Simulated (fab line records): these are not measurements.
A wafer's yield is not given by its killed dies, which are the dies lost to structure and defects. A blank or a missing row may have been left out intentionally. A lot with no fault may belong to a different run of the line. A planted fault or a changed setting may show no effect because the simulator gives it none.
fab line records    flow gf180mcu
record: lots: 12  wafers: 36  lastDay: 34
route steps=602 shown DNWELL@41 LVPWELL@62 VT_IMPLANT@99 M1@331
lots that met no fault: from a run of the same line without faults
startH: start of the lot's first displayed wafer, in hours after the record's first day    waitH: hours elapsed since this lot's preceding step    " identical to the entry in the row above    L1.1+2: a row that stands for several wafers    - value missing, or start not given    * or withheld: withheld    < > ~ a bound
route shown NAME@n: a module of which the file shows steps, and the number in the route of the first    usual: the fault-free wafers' mean and standard deviation    same: alike in all rows    chamber/n: place in a boat    sites: the reading at each site    _std_site: how widely they spread, as a standard deviation    _edge_site: inner sites' mean taken away from outer sites' mean    radiusMm: how far each site lies from the wafer's centre    mask NAME#n: copy n    behind: tool/chamber where the wafer was last shaped    hold: the reason the lot was held/the length of the hold in hours/how it ended    device: the transistor (n, p or np) that didn't switch    end of line: the route-end tests of the same wafers    step lacking rows: just its recipe    killed: dies that structure and defects cost at the first sort, which is not the same as the wafer's yield    map: per-die view of a wafer (x killed, . not killed, _ where there is no die)
set.NAME: the run value of the setting; set.NAME@STEP: its run value at that earlier step    model.NAME: the simulator's own value behind a step, which no gauge read
a sample of lots followed through the steps of the route, with each step as a table and each wafer as a row
services: from which hour (startH, from the record's first day; less than 0 if before it) a tool's chamber was out of use, for how many hours, and why
== steps ==
step: GF_DNWELL_TW_MEAS_09
usual: DNWELL_TW: 1341/9.9
lot.wafer  tool          chamber  startH  waitH  DNWELL_TW
L367.3     filmMetro-02  -        42.42   0.1    1333
L367.5     "             -        "       "      1333
L367.6     "             -        "       "      1340
L368.1     filmMetro-02  -        48.41   0.1    1327
L368.3     "             -        "       "      1325
L368.4     "             -        "       "      1326
L369.2     filmMetro-02  -        53.72   0.1    1333
L369.3     "             -        "       "      1339
L369.6     "             -        "       "      1334
L370.2     filmMetro-03  -        58.66   0.1    1355
L370.3     "             -        "       "      1358
L370.5     "             -        "       "      1359
L371.4     filmMetro-02  -        63.02   0.1    1347
L371.5     "             -        "       "      1335
L371.6     "             -        "       "      1342
L375.3     filmMetro-03  -        84.13   0.1    1346
L375.5     "             -        "       "      1355
L375.6     "             -        "       "      1351
L379.3     filmMetro-01  -        105.36  0.1    1339
L379.4     "             -        "       "      1335
L379.6     "             -        "       "      1340
L380.2     filmMetro-03  -        111.92  0.1    1353
L380.3     "             -        "       "      1350
L380.6     "             -        "       "      1356
L381.2     filmMetro-03  -        117.12  0.1    1350
L381.4     "             -        "       "      1356
L381.5     "             -        "       "      1353
L382.4     filmMetro-01  -        122.94  0.1    1335
L382.5     "             -        "       "      1337
L382.6     "             -        "       "      1337
L385.3     filmMetro-02  -        138.68  0.1    1344
L385.4     "             -        "       "      1345
L385.6     "             -        "       "      1347
L388.2     filmMetro-01  -        155.16  0.1    1337
L388.5     "             -        "       "      1338
L388.6     "             -        "       "      1338
step: GF_LVPWELL_IMPLANT_08
recipe: species: B  energyKev: 170  doseCm2: 1.5e+13  tiltDeg: 0
usual: doseIonsCm2: 1.5001e+13/1.4e+10  faradayCurrentUA: 84.7/1.6
lot.wafer  tool          chamber  startH  waitH  doseIonsCm2  faradayCurrentUA
L367.3     implanter-03  0        68.04   0.1    1.5031e+13   85.8
L367.5     "             0        "       "      1.4994e+13   83.3
L367.6     "             0        "       "      1.5e+13      89.2
L368.1     implanter-03  0        74.52   0.0    1.4983e+13   83.3
L368.3     "             0        "       "      1.4975e+13   85.1
L368.4     "             0        "       "      1.4983e+13   85.3
L369.2     implanter-02  0        79.69   0.0    1.498e+13    82.8
L369.3     "             0        "       "      1.4992e+13   83.4
L369.6     "             0        "       "      1.4964e+13   86.0
L370.2     implanter-04  0        85.32   0.0    1.5025e+13   86.3
L370.3     "             0        "       "      1.4981e+13   81.1
L370.5     "             0        "       "      1.5003e+13   85.6
L371.4     implanter-02  0        91.17   0.1    1.4991e+13   85.9
L371.5     "             0        "       "      1.5012e+13   86.8
L371.6     "             0        "       "      1.5022e+13   85.5
L375.3     implanter-04  0        112.84  0.1    1.5016e+13   85.8
L375.5     "             0        "       "      1.5017e+13   86.3
L375.6     "             0        "       "      1.5024e+13   86.9
L379.3     implanter-02  0        135.54  0.1    1.61e+13     91.8
L379.4     "             0        "       "      1.6101e+13   93.7
L379.6     "             0        "       "      1.6105e+13   90.3
L380.2     implanter-02  0        143.20  0.0    1.6104e+13   90.5
L380.3     "             0        "       "      1.6082e+13   90.8
L380.6     "             0        "       "      1.6068e+13   93.9
L381.2     implanter-03  0        147.27  0.0    1.5012e+13   85.6
L381.4     "             0        "       "      1.4981e+13   85.6
L381.5     "             0        "       "      1.5001e+13   84.4
L382.4     implanter-04  0        153.94  0.1    1.5017e+13   84.2
L382.5     "             0        "       "      1.5011e+13   84.6
L382.6     "             0        "       "      1.5023e+13   84.2
L385.3     implanter-03  0        170.94  0.1    1.5011e+13   84.0
L385.4     "             0        "       "      1.4985e+13   83.2
L385.6     "             0        "       "      1.5012e+13   87.8
L388.2     implanter-04  0        187.89  0.0    1.502e+13    85.3
L388.5     "             0        "       "      1.4999e+13   84.2
L388.6     "             0        "       "      1.5003e+13   82.9
step: GF_VT_IMPLANT_STRIP_09
recipe: chemistry: O2/N2  powerW: 1400  pressureMtorr: 1500  platenTempC: 250  o2FlowSccm: 3000  n2FlowSccm: 300  overashFraction: 0.5
usual: drypumpMotorCurrentA: 5.6/0.47  heaterPowerW: 338/19  oesProductAu: 0.716/0.0046  stripTimeToEndpointS: 12.63/0.041
lot.wafer  tool            chamber  startH  waitH  drypumpMotorCurrentA  heaterPowerW  oesProductAu  rfHoursCounterH  stripTimeToEndpointS
L367.3     plasmaAsher-01  1        110.88  0.1    5.1                   338           0.714         -                12.54
L367.5     "               1        "       "      5.1                   343           0.713         -                12.62
L367.6     "               0        "       "      5.7                   307           0.717         -                12.61
L368.1     plasmaAsher-01  0        117.34  0.1    5.6                   316           0.717         33               12.56
L368.3     "               0        "       "      5.7                   313           0.722         -                12.57
L368.4     "               1        "       "      5.1                   338           0.710         -                12.56
L369.2     plasmaAsher-01  1        123.08  0.1    5.1                   333           0.718         34               12.58
L369.3     "               0        "       "      5.7                   311           0.715         -                12.57
L369.6     "               0        "       "      5.7                   313           0.727         -                12.54
L370.2     plasmaAsher-04  1        129.41  0.1    5.4                   349           0.712         1                12.63
L370.3     "               0        "       "      5.7                   331           0.719         -                12.64
L370.5     "               0        "       "      5.7                   330           0.705         -                12.63
L371.4     plasmaAsher-02  0        137.60  0.1    6.6                   331           0.709         -                12.59
L371.5     "               1        "       "      5.6                   388           0.725         -                12.59
L371.6     "               0        "       "      6.6                   336           0.717         -                12.61
L375.3     plasmaAsher-01  0        160.50  0.1    5.7                   321           0.716         -                12.61
L375.5     "               0        "       "      5.7                   316           0.718         -                12.59
L375.6     "               1        "       "      5.1                   332           0.710         -                12.61
L379.3     plasmaAsher-01  1        184.33  0.1    5.1                   338           0.712         -                12.64
L379.4     "               0        "       "      5.7                   310           0.717         -                12.67
L379.6     "               0        "       "      5.7                   310           0.707         -                12.67
L380.2     plasmaAsher-01  1        192.24  0.1    5.1                   334           0.715         41               12.60
L380.3     "               0        "       "      5.7                   315           0.708         -                12.63
L380.6     "               0        "       "      5.7                   316           0.722         -                12.60
L381.2     plasmaAsher-04  1        197.53  0.1    5.4                   353           0.715         8                12.66
L381.4     "               1        "       "      5.4                   359           0.710         -                12.62
L381.5     "               0        "       "      5.6                   329           0.707         -                12.62
L382.4     plasmaAsher-02  1        204.64  0.1    5.6                   374           0.717         -                12.61
L382.5     "               0        "       "      6.6                   344           0.718         -                12.65
L382.6     "               1        "       "      5.6                   373           0.713         -                12.61
L385.3     plasmaAsher-01  1        223.57  0.1    5.1                   338           0.711         -                12.67
L385.4     "               0        "       "      5.7                   315           0.717         -                12.70
L385.6     "               0        "       "      5.7                   318           0.717         -                12.66
L388.2     plasmaAsher-01  0        242.11  0.1    5.7                   316           0.723         46               12.65
L388.5     "               0        "       "      5.7                   312           0.713         -                12.64
L388.6     "               1        "       "      5.1                   324           0.714         -                12.63
step: GF_VT_IMPLANT_RS_MEAS_48
recipe: thkMeasGauge: four-point-probe
usual: LVPWELL_RS: 1197/3.1
lot.wafer  tool          chamber  startH  waitH  LVPWELL_RS[ohm/sq]
L367.3     filmMetro-02  -        157.53  0.1    1199
L367.5     "             -        "       "      1200
L367.6     "             -        "       "      1200
L368.1     filmMetro-04  -        164.71  0.1    1199
L368.3     "             -        "       "      1198
L368.4     "             -        "       "      1196
L369.2     filmMetro-04  -        171.44  0.1    1201
L369.3     "             -        "       "      1197
L369.6     "             -        "       "      1197
L370.2     filmMetro-02  -        178.90  0.1    1196
L370.3     "             -        "       "      1197
L370.5     "             -        "       "      1196
L371.4     filmMetro-01  -        186.24  0.1    1199
L371.5     "             -        "       "      1196
L371.6     "             -        "       "      1200
L375.3     filmMetro-02  -        211.42  0.1    1203
L375.5     "             -        "       "      1202
L375.6     "             -        "       "      1203
L379.3     filmMetro-04  -        238.22  0.1    1155
L379.4     "             -        "       "      1159
L379.6     "             -        "       "      1160
L380.2     filmMetro-01  -        246.93  0.1    1159
L380.3     "             -        "       "      1157
L380.6     "             -        "       "      1156
L381.2     filmMetro-02  -        252.88  0.1    1198
L381.4     "             -        "       "      1199
L381.5     "             -        "       "      1196
L382.4     filmMetro-02  -        259.97  0.1    1197
L382.5     "             -        "       "      1193
L382.6     "             -        "       "      1194
L385.3     filmMetro-01  -        280.40  0.1    1196
L385.4     "             -        "       "      1191
L385.6     "             -        "       "      1191
L388.2     filmMetro-01  -        299.96  0.1    1197
L388.5     "             -        "       "      1198
L388.6     "             -        "       "      1200
step: GF_M1_METAL_ETCH_16
recipe: chemistry: Cl2/BCl3  maskMaterial: KrF  targetDepthNm: 627.5  stopOn: SiO2  pressureMtorr: 8  icpW: 800  biasW: 140  Cl2_flow_sccm: 80  bcl3FlowSccm: 40  timeS: 104.6
usual: drypumpMotorCurrentA: 5.67/0.24  oesProductAu: 0.972/0.0067  throttleValvePct: 28.250/0.0097
lot.wafer  tool         chamber  startH  waitH  drypumpMotorCurrentA  oesProductAu  rfHoursCounterH  throttleValvePct
L367.3     rieMetal-01  0        385.42  0.1    5.32                  0.985         -                28.243
L367.5     "            1        "       "      5.62                  0.970         -                28.238
L367.6     "            0        "       "      5.32                  0.972         -                28.246
L368.1     rieMetal-01  1        400.00  0.0    5.62                  0.968         6                28.262
L368.3     "            0        "       "      5.29                  0.976         -                28.248
L368.4     "            1        "       "      5.61                  0.968         -                28.254
L369.2     rieMetal-01  1        403.63  0.0    5.61                  0.969         6                28.242
L369.3     "            0        "       "      5.30                  0.973         -                28.241
L369.6     "            1        "       "      5.63                  0.972         -                28.247
L370.2     rieMetal-01  0        415.80  0.0    5.30                  0.978         2                28.254
L370.3     "            0        "       "      5.32                  0.974         -                28.231
L370.5     "            1        "       "      5.62                  0.970         -                28.251
L371.4     rieMetal-04  0        432.94  0.0    6.02                  0.968         -                28.245
L371.5     "            1        "       "      6.05                  0.968         -                28.274
L371.6     "            0        "       "      6.01                  0.971         -                28.256
L375.3     rieMetal-01  0        462.95  0.1    5.35                  0.976         -                28.239
L375.5     "            0        "       "      5.32                  0.986         -                28.252
L375.6     "            1        "       "      5.60                  0.965         -                28.263
L379.3     rieMetal-02  0        499.94  0.1    5.81                  0.969         -                28.244
L379.4     "            1        "       "      5.57                  0.980         -                28.262
L379.6     "            0        "       "      5.80                  0.972         -                28.252
L380.2     rieMetal-02  1        510.08  0.0    5.58                  0.970         3                28.244
L380.3     "            1        "       "      5.58                  0.966         -                28.248
L380.6     "            1        "       "      5.57                  0.966         -                28.259
L381.2     rieMetal-02  1        518.75  0.0    5.57                  0.967         3                28.253
L381.4     "            1        "       "      5.59                  0.975         -                28.261
L381.5     "            0        "       "      5.80                  0.960         -                28.283
L382.4     rieMetal-02  1        529.73  0.0    5.59                  0.971         -                28.255
L382.5     "            0        "       "      5.81                  0.967         -                28.255
L382.6     "            1        "       "      5.57                  0.962         -                28.238
L385.3     rieMetal-01  1        549.61  0.1    5.59                  0.968         -                28.248
L385.4     "            0        "       "      5.34                  0.974         -                28.270
L385.6     "            1        "       "      5.59                  0.972         -                28.258
L388.2     rieMetal-04  1        568.66  0.0    6.05                  0.975         12               28.247
L388.5     "            1        "       "      6.05                  0.971         -                28.257
L388.6     "            0        "       "      6.01                  0.980         -                28.261
== services ==
tool            chamber  startH  hours  kind
implanter-04    -        48.27   2.7    repair
implanter-04    -        81.45   2.5    pm
implanter-02    -        99.46   3.0    repair
rieMetal-02     1        127.17  4.5    repair
implanter-04    -        167.32  4.4    repair
rieMetal-02     -        188.46  0.1    repair
rieMetal-01     -        191.65  2.8    pm
implanter-04    -        202.69  0.8    repair
implanter-04    -        205.37  5.9    repair
rieMetal-01     1        223.55  5.6    repair
implanter-02    -        231.95  3.4    repair
rieMetal-01     -        240.53  0.2    repair
plasmaAsher-01  -        249.87  0.9    repair
rieMetal-02     -        273.00  1.4    pm
implanter-04    -        287.11  1.6    repair
implanter-03    -        289.66  3.0    repair
rieMetal-01     -        299.48  1.4    repair
rieMetal-02     -        301.83  28.1   pm
implanter-04    -        319.12  2.5    repair
implanter-02    -        356.04  2.2    repair
implanter-02    -        369.83  70.5   pm
plasmaAsher-01  -        407.81  2.9    repair
plasmaAsher-01  -        478.44  15.6   pm
rieMetal-01     -        502.35  1.3    repair
== key ==
firstSign: step: GF_LVPWELL_IMPLANT_08  reading: doseIonsCm2  direction: up  sigmas: 76  usual: 1.5001e+13  struck: 1.6093e+13
effect: step: GF_LVPWELL_IMPLANT_08  reading: faradayCurrentUA  direction: up  sigmas: 4.5  usual: 84.7  struck: 91.8
effect: step: GF_VT_IMPLANT_RS_MEAS_48  reading: LVPWELL_RS  direction: down  sigmas: 13  usual: 1197  struck: 1157
metAt GF_LVPWELL_IMPLANT_08
struckLots L379,L380
testerLeftOut L379,L380
notActingAt GF_DNWELL_TW_MEAS_09,GF_VT_IMPLANT_STRIP_09,GF_M1_METAL_ETCH_16
onsetBetween 91.17 135.54
fault: kind: processParameterDrift  tool: implanter-02  chamber: -  onsetH: 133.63  steps: GF_LVPWELL_IMPLANT_08  channel: doseCm2  offset: 1.0935e+12  shape: step  endH: 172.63  actsIn: theseRecipesOnly  stated: 1.5e+13
testerLeftOut: of these lots the tester's yield and bins aren't shown, on N5 and GAA mostly nor the transistor test; their killed dies are dies lost to structure and defects alone, not to doping, threshold or leakage, so they don't give the yield
